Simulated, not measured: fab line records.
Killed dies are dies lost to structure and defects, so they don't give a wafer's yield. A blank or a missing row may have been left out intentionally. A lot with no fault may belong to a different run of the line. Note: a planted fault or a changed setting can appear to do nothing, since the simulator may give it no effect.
Comparing a struck lot with a sound one	flow gf180mcu	15 steps out of a route of 602
Sound: these wafers, L524.1, L524.4, L524.6. Struck: wafers L532.2, L532.4, L532.6. The cause is given at the end.
Order at every step that has rows: each side's tool, ch and its chambers, its first start. Under that, the readings that differ: sound wafers	struck wafers	difference of the means	sigmas: that difference in standard deviations of wafers without a fault.
alike: readings with means less than 2 such deviations apart, plus words and numbers identical on both sides. not compared: withheld readings, readings lacking a value on some wafer, bounds such as >300 that could conceal the same value, and numbers that have no deviation in the record and whose values overlap.
Wherever a step has rows on one side only, a row that says differs or no value, or a row with sigmas, the two part there. Numbers that have no deviation but don't overlap get no sigmas and don't part them. A reading missing from all wafers of one side parts the sides only when that side holds two or more wafers.

first, 1 step without rows for these wafers: GF_TOP_METAL_CLEAN_19 (cleans in DIW).
GF_PASSIVATION_CVD_00: deposits SiO2 from TEOS, target thk 1000 nm, time 111.95 s.
  sound on pecvd-02 ch 0,1,2, day 31 10:15; struck on pecvd-01 ch 1,2, day 33 11:25
  alike: heaterPowerW
GF_PASSIVATION_THK_MEAS_01:
  sound: filmMetro-01 at day 31 10:19; struck: filmMetro-01 at day 33 11:30
  alike: PASSIVATION_CVD_00_THK
GF_PASSIVATION_CVD_02: deposits Si3N4, target thk 700 nm, time 486.18 s.
  sound on pecvd-01 ch 0,1,2, day 31 10:23; struck on pecvd-03 ch 0,2, day 33 11:33
  alike: heaterPowerW
GF_PASSIVATION_THK_MEAS_03:
  sound: filmMetro-03 at day 31 10:40; struck: filmMetro-02 at day 33 11:51
  alike: PASSIVATION_CVD_02_THK
then, 7 steps without rows for these wafers: GF_PASSIVATION_DEHYDRATE_04 (time 60 s); GF_PASSIVATION_HMDS_05 (prime time 60 s); GF_PASSIVATION_COAT_06 (resist thk 4000 nm); GF_PASSIVATION_SOFTBAKE_07; GF_PASSIVATION_EXPOSE_08 (exposes mask Pad, target cd 40000 nm); GF_PASSIVATION_PEB_09; GF_PASSIVATION_DEVELOP_10 (develop time 62.17 s).
GF_PASSIVATION_ETCH_11: etches the open film in CF4/O2, stops on TiN, target depth 1800 nm, time 400 s.
  sound on rieDiel-04 ch 0,1,3, day 32 03:49; struck on rieDiel-04 ch 0,1,3, day 34 01:30
reading	sound	struck	difference	sigmas
biasW (W)	149.8 150.6 150.2	126.8 126.9 125.9	-23.7	-58
model.coat_of_PASSIVATION_COAT_06.thkNm (nm)	2859 2838 2838	2922 2919 2902	+69	
model.PASSIVATION.featureDepthNm (nm)	1671 1723 1699	1637 1632 1661	-54	
model.etch.depthNm (nm)	1671 1723 1699	1637 1632 1661	-54	
  alike: drypumpMotorCurrentA, oesProductAu, throttleValvePct
  not compared: rfHoursCounterH
GF_PASSIVATION_STRIP_12: strips in O2/N2.
  sound on plasmaAsher-01 ch 0, day 32 04:03; struck on plasmaAsher-01 ch 0,1, day 34 01:44
  alike: drypumpMotorCurrentA, heaterPowerW, oesProductAu, platenTempC, stripTimeToEndpointS
  not compared: rfHoursCounterH
GF_PASSIVATION_PROBE_99:
  sound: prober-02 at day 32 05:46; struck: prober-02 at day 34 03:31
  not compared: model.etest.pad.probeOhm, model.etest.pplus_sal_6v.open, model.etest.nmos_3p3_min.underFloor, model.etest.nldd_3p3.open, model.etest.nldd_6p0.open, model.etest.pmos_3p3_min.underFloor, model.etest.met3.open, model.etest.nmos_3p3.open

## WHERE THEY PART
Only at GF_PASSIVATION_ETCH_11, as far as this record shows. Later steps at which nothing parts them and some readings are alike: GF_PASSIVATION_STRIP_12.

WHY: whatever the simulator had introduced
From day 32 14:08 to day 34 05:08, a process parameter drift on rieDiel-04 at GF_PASSIVATION_ETCH_11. From 150, the setting biasW moved by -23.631. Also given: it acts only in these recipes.
